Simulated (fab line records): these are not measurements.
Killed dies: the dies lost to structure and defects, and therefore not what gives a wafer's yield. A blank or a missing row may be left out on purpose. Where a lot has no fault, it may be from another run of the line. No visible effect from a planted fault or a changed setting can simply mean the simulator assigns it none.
Struck lot and sound lot, side by side    flow sky130    17 steps out of a route of 708
Sound: these wafers, L986.4, L986.5, L986.6. Wafers struck: L100.1, L100.4, L100.5. At the end, the cause is stated.
For every step that has rows: the tool of each side, followed by ch and its chambers, followed by its first start. Under that, the readings that differ: sound wafers    struck wafers    difference of the means    sigmas: that difference in standard deviations of wafers without a fault.
alike: same words and numbers on both sides, and readings whose means sit less than 2 such deviations apart. not compared: any withheld reading, any reading some wafer has no value for, any bound like >300 that may hide the same value, and any number with overlapping values for which the record gives no deviation.
The two part at a step that has a row with sigmas, a row that says differs or no value, or rows on one side only. Numbers that have no deviation but don't overlap get no sigmas and don't part them. A reading missing from all wafers of one side parts the sides only when that side holds two or more wafers.

SKY_LDD_HVP_STRIP_09: strips in O2/N2.
  sound on plasma-asher-02 ch 0,1, day 22 10:59; struck on plasma-asher-04 ch 0,1, day 27 06:27
  alike: drypump-motor-current-A, oes-product-au, strip-time-to-endpoint-s
  not compared: rf-hours-counter-h
SKY_LDD_HVP_TW_MEAS_10:
  sound on film-metro-02 at day 22 11:05; struck on film-metro-04 at day 27 06:33
  alike: LDD_HVP_TW
then, 7 steps without rows for these wafers: SKY_LDD_LDN_DEHYDRATE_00 (time 60 s); SKY_LDD_LDN_HMDS_01 (prime time 60 s); SKY_LDD_LDN_COAT_02 (resist thk 1140 nm); SKY_LDD_LDN_SOFTBAKE_03 (time 60 s); SKY_LDD_LDN_EXPOSE_04 (exposes mask LDNTM, target cd 700 nm); SKY_LDD_LDN_PEB_05; SKY_LDD_LDN_DEVELOP_06 (develop time 60 s).
SKY_LDD_LDN_OVL_MEAS_07:
  sound on overlay-02 at day 23 16:35; struck on overlay-02 at day 28 11:43
  alike: LDD_LDN_OVL
then, 2 steps without rows for these wafers: SKY_LDD_LDN_IMPLANT_08; SKY_LDD_LDN_IMPLANT_09.
SKY_LDD_LDN_IMPLANT_10:
  sound on implanter-01 ch 0, day 23 16:58; struck on implanter-04, day 28 12:02
  no value came back on the struck wafers for beam-energy-keV, beam-on-s (s), faraday-current-uA; on the sound wafers beam-energy-keV reads 14.995 15.005 14.993
next, for these wafers, 1 step has no rows: SKY_LDD_LDN_IMPLANT_11.
SKY_LDD_LDN_STRIP_12: strips in O2/N2.
  sound on plasma-asher-03 ch 0,1, day 23 17:14; struck on plasma-asher-01 ch 1, day 28 12:20
  alike: drypump-motor-current-A, oes-product-au, strip-time-to-endpoint-s
  not compared: rf-hours-counter-h
SKY_LDD_LDN_TW_MEAS_13:
  sound on film-metro-04 at day 23 17:20; struck on film-metro-02 at day 28 12:26
reading     sound           struck          difference  sigmas
LDD_LDN_TW  1442 1452 1443  1352 1348 1348  -96         -9
then, 1 step without rows for these wafers: SKY_LDD_LDN_CLEAN_14 (cleans in SC1/SC2, time 150 s).

== WHERE THEY PART ==
First at SKY_LDD_LDN_IMPLANT_10; last, within this record, at SKY_LDD_LDN_TW_MEAS_13.

WHY: what the simulator had put in
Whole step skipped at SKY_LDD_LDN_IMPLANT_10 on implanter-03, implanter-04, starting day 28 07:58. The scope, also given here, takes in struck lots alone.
